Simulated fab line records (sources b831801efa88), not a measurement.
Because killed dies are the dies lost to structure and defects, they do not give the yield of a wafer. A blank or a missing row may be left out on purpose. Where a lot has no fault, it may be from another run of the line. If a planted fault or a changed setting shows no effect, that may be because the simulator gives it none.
Split-lot experiment || flow sky130 || 23 wafers read from 5 lots, route of 708 steps

## ON THE SPLIT
At SKY_LI_CONTACT_CMP_02 (polishes PSG), the setting leave-above-ref-nm was moved away from the recipe's 597.2 nm on 9 of the 23 wafers read, by -6.9% to +3.4%. The other wafers ran this setting at the recipe's value.

## FROM THE SPLIT TO THE READING: what the file shows between them, 2 steps
- SKY_LI_CONTACT_COAT_07: resist thk 450 nm (also split here: spin-rpm)
- SKY_LI_CONTACT_ETCH_14: etches BARC in N2/H2, stops on SiO2, time 45.9 s, target depth 60 nm (also split here: source-w)

## THE READING
oes-product-au, in a.u., at SKY_LI_CONTACT_ETCH_15 (etches PSG in C4F8/O2/Ar, stops on Si, target depth 600 nm). Fault-free wafers of this fab line usually give 0.838 a.u., standard deviation 0.0047 a.u.

{"wafer": "L074.1", "tool, chamber at the split": "cmp-02, 3", "leave-above-ref-nm as run, nm": 565.4, "against the recipe": "-5.3%", "oes-product-au, a.u.": 0.816, "against lot-mates on the recipe": -0.020}
{"wafer": "L074.2", "tool, chamber at the split": "cmp-02, 0", "leave-above-ref-nm as run, nm": 565.4, "against the recipe": "-5.3%", "oes-product-au, a.u.": 0.815, "against lot-mates on the recipe": -0.021}
{"wafer": "L074.3", "tool, chamber at the split": "cmp-02, 1", "leave-above-ref-nm as run, nm": 597.2, "against the recipe": "recipe", "oes-product-au, a.u.": 0.833, "against lot-mates on the recipe": "-"}
{"wafer": "L074.5", "tool, chamber at the split": "cmp-02, 3", "leave-above-ref-nm as run, nm": 597.2, "against the recipe": "recipe", "oes-product-au, a.u.": 0.839, "against lot-mates on the recipe": "-"}
{"wafer": "L074.6", "tool, chamber at the split": "cmp-02, 2", "leave-above-ref-nm as run, nm": 565.4, "against the recipe": "-5.3%", "oes-product-au, a.u.": 0.826, "against lot-mates on the recipe": -0.010}
{"wafer": "L075.1", "tool, chamber at the split": "cmp-01, 2", "leave-above-ref-nm as run, nm": 597.2, "against the recipe": "recipe", "oes-product-au, a.u.": 0.839, "against lot-mates on the recipe": "-"}
{"wafer": "L075.3", "tool, chamber at the split": "cmp-01, 3", "leave-above-ref-nm as run, nm": 597.2, "against the recipe": "recipe", "oes-product-au, a.u.": 0.838, "against lot-mates on the recipe": "-"}
{"wafer": "L075.4", "tool, chamber at the split": "cmp-01, 0", "leave-above-ref-nm as run, nm": 597.2, "against the recipe": "recipe", "oes-product-au, a.u.": 0.841, "against lot-mates on the recipe": "-"}
{"wafer": "L075.5", "tool, chamber at the split": "cmp-01, 3", "leave-above-ref-nm as run, nm": 597.2, "against the recipe": "recipe", "oes-product-au, a.u.": 0.842, "against lot-mates on the recipe": "-"}
{"wafer": "L075.6", "tool, chamber at the split": "cmp-01, 2", "leave-above-ref-nm as run, nm": 597.2, "against the recipe": "recipe", "oes-product-au, a.u.": 0.835, "against lot-mates on the recipe": "-"}
{"wafer": "L077.1", "tool, chamber at the split": "cmp-01, 1", "leave-above-ref-nm as run, nm": 597.2, "against the recipe": "recipe", "oes-product-au, a.u.": 0.840, "against lot-mates on the recipe": "-"}
{"wafer": "L077.2", "tool, chamber at the split": "cmp-01, 2", "leave-above-ref-nm as run, nm": 555.7, "against the recipe": "-6.9%", "oes-product-au, a.u.": 0.814, "against lot-mates on the recipe": -0.027}
{"wafer": "L077.4", "tool, chamber at the split": "cmp-01, 3", "leave-above-ref-nm as run, nm": 597.2, "against the recipe": "recipe", "oes-product-au, a.u.": 0.842, "against lot-mates on the recipe": "-"}
{"wafer": "L077.5", "tool, chamber at the split": "cmp-01, 1", "leave-above-ref-nm as run, nm": 555.7, "against the recipe": "-6.9%", "oes-product-au, a.u.": 0.807, "against lot-mates on the recipe": -0.034}
{"wafer": "L077.6", "tool, chamber at the split": "cmp-01, 0", "leave-above-ref-nm as run, nm": 555.7, "against the recipe": "-6.9%", "oes-product-au, a.u.": 0.805, "against lot-mates on the recipe": -0.036}
{"wafer": "L081.1", "tool, chamber at the split": "cmp-01, 2", "leave-above-ref-nm as run, nm": 597.2, "against the recipe": "recipe", "oes-product-au, a.u.": 0.841, "against lot-mates on the recipe": "-"}
{"wafer": "L081.3", "tool, chamber at the split": "cmp-01, 0", "leave-above-ref-nm as run, nm": 597.2, "against the recipe": "recipe", "oes-product-au, a.u.": 0.841, "against lot-mates on the recipe": "-"}
{"wafer": "L081.4", "tool, chamber at the split": "cmp-01, 1", "leave-above-ref-nm as run, nm": 597.2, "against the recipe": "recipe", "oes-product-au, a.u.": 0.841, "against lot-mates on the recipe": "-"}
{"wafer": "L085.1", "tool, chamber at the split": "cmp-02, 1", "leave-above-ref-nm as run, nm": 597.2, "against the recipe": "recipe", "oes-product-au, a.u.": 0.840, "against lot-mates on the recipe": "-"}
{"wafer": "L085.2", "tool, chamber at the split": "cmp-02, 3,2", "leave-above-ref-nm as run, nm": 617.6, "against the recipe": "+3.4%", "oes-product-au, a.u.": 0.857, "against lot-mates on the recipe": "+0.020"}
{"wafer": "L085.3", "tool, chamber at the split": "cmp-02, 0", "leave-above-ref-nm as run, nm": 597.2, "against the recipe": "recipe", "oes-product-au, a.u.": 0.833, "against lot-mates on the recipe": "-"}
{"wafer": "L085.4", "tool, chamber at the split": "cmp-02, 3,2", "leave-above-ref-nm as run, nm": 617.6, "against the recipe": "+3.4%", "oes-product-au, a.u.": 0.853, "against lot-mates on the recipe": "+0.016"}
{"wafer": "L085.5", "tool, chamber at the split": "cmp-02, 3", "leave-above-ref-nm as run, nm": 617.6, "against the recipe": "+3.4%", "oes-product-au, a.u.": 0.850, "against lot-mates on the recipe": "+0.013"}
If several chambers appear in one row, that row covers several wafers at once and the file leaves open which wafer was in which chamber.

FIT RESULTS
A straight line over all 23 wafers: oes-product-au changes by +0.00415 a.u. for each +1% of leave-above-ref-nm; r = +0.97; the points scatter about the line by 0.0037 a.u.
The same after taking each lot's own level away (the mean of its wafers on the recipe; 23 wafers): +0.00429 a.u. for each +1%; r = +0.96; scatter 0.004 a.u.
On that fit, the largest move of leave-above-ref-nm shifts the reading by 0.03 a.u.
Across the lots, their own levels run from 0.8360 to 0.8410 a.u., a range of 1.1 times the standard deviation given above.
Hence the lot-to-lot level has little effect on the slope; both slopes agree.
Check: for one of the wafers moved furthest among these (-6.9%), held out of the fit, the line's prediction against its lot-mates is -0.0296 a.u. Against them it came out at -0.027 a.u.

## OTHER SPLITS APPLIED TO THESE WAFERS
Note: prior to the reading, these wafers also went through further splits. Each is held against what the fit with the lots' levels taken away leaves over:
{"other split on the same wafers": "SKY_SD_P_DEVELOP_06 develop-time-s", "wafers away from the commonest value": 6, "r with oes-product-au (lot level and that fit taken away)": "+0.26"}
{"other split on the same wafers": "SKY_SD_P_IMPLANT_09 dose-cm2", "wafers away from the commonest value": 12, "r with oes-product-au (lot level and that fit taken away)": -0.41}
{"other split on the same wafers": "SKY_RES_XHIGH_IMPLANT_07 dose-cm2", "wafers away from the commonest value": 11, "r with oes-product-au (lot level and that fit taken away)": -0.08}
{"other split on the same wafers": "SKY_SD_N_EXPOSE_04 dose-mj", "wafers away from the commonest value": 9, "r with oes-product-au (lot level and that fit taken away)": "+0.35"}
{"other split on the same wafers": "SKY_SD_N_IMPLANT_10 energy-kev", "wafers away from the commonest value": 7, "r with oes-product-au (lot level and that fit taken away)": "+0.17"}
{"other split on the same wafers": "SKY_LI_CONTACT_COAT_07 spin-rpm", "wafers away from the commonest value": 8, "r with oes-product-au (lot level and that fit taken away)": "+0.03"}
{"other split on the same wafers": "SKY_LI_CONTACT_ETCH_14 source-w", "wafers away from the commonest value": 5, "r with oes-product-au (lot level and that fit taken away)": "+0.11"}

## THE WHOLE CHAIN: every reading that the file lists as answering this split, in the file's order
{"step": "SKY_LI_CONTACT_CMP_02", "what it does": "polishes PSG", "reading": "PSG_of_LI_CONTACT_HDPCVD_00.thk-nm (the simulator's own value, which no gauge read)", "change (the file's fit)": "+5.98 nm for each +1% of the setting", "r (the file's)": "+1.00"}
{"step": "SKY_LI_CONTACT_ETCH_15", "what it does": "etches PSG in C4F8/O2/Ar, stops on Si, target depth 600 nm", "reading": "oes-product-au", "change (the file's fit)": "+0.0042 a.u. for each +1% of the setting", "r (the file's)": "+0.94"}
{"step": "SKY_LI_CONTACT_ETCH_15", "what it does": "etches PSG in C4F8/O2/Ar, stops on Si, target depth 600 nm", "reading": "LI_CONTACT.feature-depth-nm (the simulator's own value, which no gauge read)", "change (the file's fit)": "+5.98 nm for each +1% of the setting", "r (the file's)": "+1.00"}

## THE FILE'S OWN FIT
oes-product-au changes by +0.0042 a.u. for each +1% of leave-above-ref-nm, r = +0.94.
